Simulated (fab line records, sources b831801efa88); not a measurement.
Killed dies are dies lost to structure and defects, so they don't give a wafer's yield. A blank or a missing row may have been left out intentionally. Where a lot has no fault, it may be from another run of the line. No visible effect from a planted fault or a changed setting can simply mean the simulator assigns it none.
The tool behind it: which one? ; flow gf180mcu ; Sampling: 13 lots, 39 wafers, 5 of 602 route steps

## WHAT THE GAUGES SHOWED, per wafer
GF_VT_IMPLANT_OVL_MEAS_18. Usual: VT_IMPLANT_01_OVL 1.3 nm, standard deviation 1.3.
lot;measured;on;VT_IMPLANT_01_OVL (nm);flag
L807;day 6 05:27;overlay-02;1.7 0.8 1.4;
L808;day 6 12:26;overlay-02;0.2 2.0 1.3;
L811;day 7 07:24;overlay-01;2.2 3.3 1.1;
L814;day 8 01:38;overlay-02;2.2 1.0 0.9;
L815;day 8 09:12;overlay-02;0.7 0.6 1.6;
L816;day 8 14:20;overlay-02;-0.9 -0.5 1.3;
L817;day 8 20:39;overlay-01;2.7 1.0 1.8;
L818;day 9 05:37;overlay-01;2.4 1.5 1.5;
L821;day 9 20:51;overlay-01;-1.4 1.2 0.5;
L823;day 10 10:31;overlay-02;1.8 2.7 4.0;
L825;day 11 02:11;overlay-01;1.2 2.5 0.1;
L826;day 11 07:24;overlay-02;2.4 3.6 4.5;
L828;day 11 23:08;overlay-02;-0.6 -0.3 -1.2;

GF_POLY_GATE_OVL_MEAS_11. Usual: POLY_GATE_OVL 0 nm, standard deviation 5.4.
lot;measured;on;POLY_GATE_OVL (nm);flag
L807;day 9 04:50;overlay-01;5 1 3;
L808;day 9 11:10;overlay-01;6 4 2;
L811;day 10 09:13;overlay-02;1 0 3;
L814;day 11 10:01;overlay-02;0 -3 1;
L815;day 11 14:52;overlay-01;-4 -10 -9;
L816;day 11 18:17;overlay-02;-4 0 5;
L817;day 12 03:32;overlay-01;5 -4 -4;
L818;day 12 13:14;overlay-02;-4 8 -6;
L821;day 13 04:19;overlay-01;-6 -4 1;
L823;day 13 22:38;overlay-02;-4 -2 -4;
L825;day 14 17:28;overlay-02;-6 -5 -2;
L826;day 14 20:49;overlay-02;3 1 -6;
L828;day 15 15:07;overlay-01;2 2 7;

GF_HV_LDD_CD_MEAS_31: target cd 400 nm. Usual: 400.5 nm for cdNm, sd 2.4.
lot;measured;on;cdNm (nm);flag
L807;day 11 12:25;cdSem-01;398.6 400.9 399.5;
L808;day 11 18:41;cdSem-02;401.7 401.9 401.8;
L811;day 12 22:53;cdSem-01;404.2 402.6 403.9;
L814;day 14 00:14;cdSem-01;400.1 400.9 400.5;
L815;day 14 05:02;cdSem-02;400.2 396.9 399.3;
L816;day 14 09:19;cdSem-02;399.3 400.5 400.0;
L817;day 14 19:29;cdSem-02;401.6 401.5 401.5;
L818;day 15 06:01;cdSem-02;400.5 402.4 401.1;
L821;day 15 22:35;cdSem-01;399.1 400.1 401.1;
L823;day 16 16:52;cdSem-01;399.7 399.7 399.2;
L825;day 17 13:23;cdSem-02;410.2 412.3 410.8;OFF
L826;day 17 16:05;cdSem-02;416.4 414.8 415.3;OFF
L828;day 18 13:54;cdSem-01;402.1 402.5 401.0;

## WHAT TOOL EACH LOT RAN ON (gives the tool, then ch and the chambers of the sampled wafers, and finally the start)
lot;GF_DUAL_GATE_STRIP_13;GF_HV_LDD_EXPOSE_28
L807;plasmaAsher-04 ch 0,1, day 8 07:37;ilineStepper-02 ch 0, day 11 02:56
L808;plasmaAsher-04 ch 0,1, day 8 14:55;ilineStepper-02 ch 0, day 11 10:05
L811;plasmaAsher-03 ch 0,1, day 9 11:31;ilineStepper-02 ch 0, day 12 12:49
L814;plasmaAsher-03 ch 0,1, day 10 09:22;ilineStepper-01 ch 0, day 13 13:55
L815;plasmaAsher-03 ch 0,1, day 10 16:45;ilineStepper-01 ch 0, day 13 19:23
L816;plasmaAsher-04 ch 0,1, day 10 20:40;ilineStepper-01 ch 0, day 13 23:07
L817;plasmaAsher-03 ch 0,1, day 11 04:15;ilineStepper-01 ch 0, day 14 08:41
L818;plasmaAsher-01 ch 0,1, day 11 13:54;ilineStepper-02 ch 0, day 14 19:50
L821;plasmaAsher-01 ch 0,1, day 12 05:30;ilineStepper-02 ch 0, day 15 11:15
L823;plasmaAsher-01 ch 0,1, day 12 22:22;ilineStepper-01 ch 0, day 16 05:52
L825;plasmaAsher-01 ch 0,1, day 13 16:54;ilineStepper-02 ch 0, day 17 02:19
L826;plasmaAsher-04 ch 0,1, day 13 21:47;ilineStepper-02 ch 0, day 17 04:43
L828;plasmaAsher-01 ch 0,1, day 14 14:37;ilineStepper-01 ch 0, day 18 02:29
- GF_DUAL_GATE_STRIP_13: strips in O2/N2.
- GF_HV_LDD_EXPOSE_28: exposes mask Nplus HV AREA, target cd 400 nm.

## AS READ BY THE TOOLS THEMSELVES (means over the sampled wafers that have a number; for cases with no such wafer, the mark the record gives instead)
GF_DUAL_GATE_STRIP_13. Usual: drypumpMotorCurrentA 5.68 A, standard deviation 0.23; heaterPowerW 330 W, standard deviation 27; oesProductAu 0.716 a.u., standard deviation 0.0045; stripTimeToEndpointS 12.60 s, standard deviation 0.034.
lot;tool;drypumpMotorCurrentA (A);heaterPowerW (W);oesProductAu (a.u.);stripTimeToEndpointS (s);flag
L807;plasmaAsher-04;5.49;302;0.716;12.62;
L808;plasmaAsher-04;5.51;306;0.719;12.58;
L811;plasmaAsher-03;5.76;334;0.719;12.55;
L814;plasmaAsher-03;5.75;333;0.717;12.63;
L815;plasmaAsher-03;5.82;336;0.714;12.56;
L816;plasmaAsher-04;5.49;306;0.713;12.61;
L817;plasmaAsher-03;5.82;337;0.719;12.61;
L818;plasmaAsher-01;5.86;370;0.717;12.63;
L821;plasmaAsher-01;5.65;361;0.715;12.63;
L823;plasmaAsher-01;5.88;366;0.714;12.59;
L825;plasmaAsher-01;5.88;368;0.715;12.59;
L826;plasmaAsher-04;5.62;311;0.715;12.55;
L828;plasmaAsher-01;5.68;363;0.720;12.61;

GF_HV_LDD_EXPOSE_28. Usual: 140.00 for exposureDoseMJCm2, sd 0.11.
lot;tool;exposureDoseMJCm2;flag
L807;ilineStepper-02;139.99;
L808;ilineStepper-02;139.99;
L811;ilineStepper-02;139.95;
L814;ilineStepper-01;139.93;
L815;ilineStepper-01;139.89;
L816;ilineStepper-01;140.06;
L817;ilineStepper-01;139.80;
L818;ilineStepper-02;139.99;
L821;ilineStepper-02;140.04;
L823;ilineStepper-01;140.09;
L825;ilineStepper-02;148.50;OFF
L826;ilineStepper-02;148.40;OFF
L828;ilineStepper-01;139.99;

## THE ANSWER, worked out from the rows above alone
Rule: take the mean of a lot's wafers that have a number; if it is more than 3 standard deviations from the usual mean, the lot is off. Also off: a lot with no number at a reading for which 4 or more lots have one. Any other lot the step has rows for is counted as sound. After the gauges, taken in route order, come the tools' own readings; for these a lot's mean is taken, as printed above. The first step at which some lot is off is used, and at that step the reading that is off furthest; a lot without a number counts as furthest.
Off at GF_HV_LDD_CD_MEAS_31 (cdNm): L825, L826.
A tool fits if, at a process step before that reading, it ran every lot that is off, and no sound lot after the first of them. Not tried: the gauges at GF_HV_LDD_CD_MEAS_31; whatever is off there is also off at GF_HV_LDD_EXPOSE_28, on other tools, and gauge error can't account for it. One fits: GF_HV_LDD_EXPOSE_28 on ilineStepper-02. A fault onset in the window from L821 (day 15 11:15, its last sound lot) to L825 (day 17 02:19, its first lot off) fits.
On the lots that are off, the tool's own readings at GF_HV_LDD_EXPOSE_28 differ by more than 5 times the standard deviation of the sound lots' means, which bears it out; exposureDoseMJCm2 reads 148.45 there versus 139.97 on the sound lots.

## WHAT THE SIMULATOR HAD INSERTED
Drift in process parameters on ilineStepper-02 at GF_HV_LDD_EXPOSE_28, starting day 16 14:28. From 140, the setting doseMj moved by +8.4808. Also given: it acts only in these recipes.
Lots struck among those shown: L825, L826. The rule above found the same.
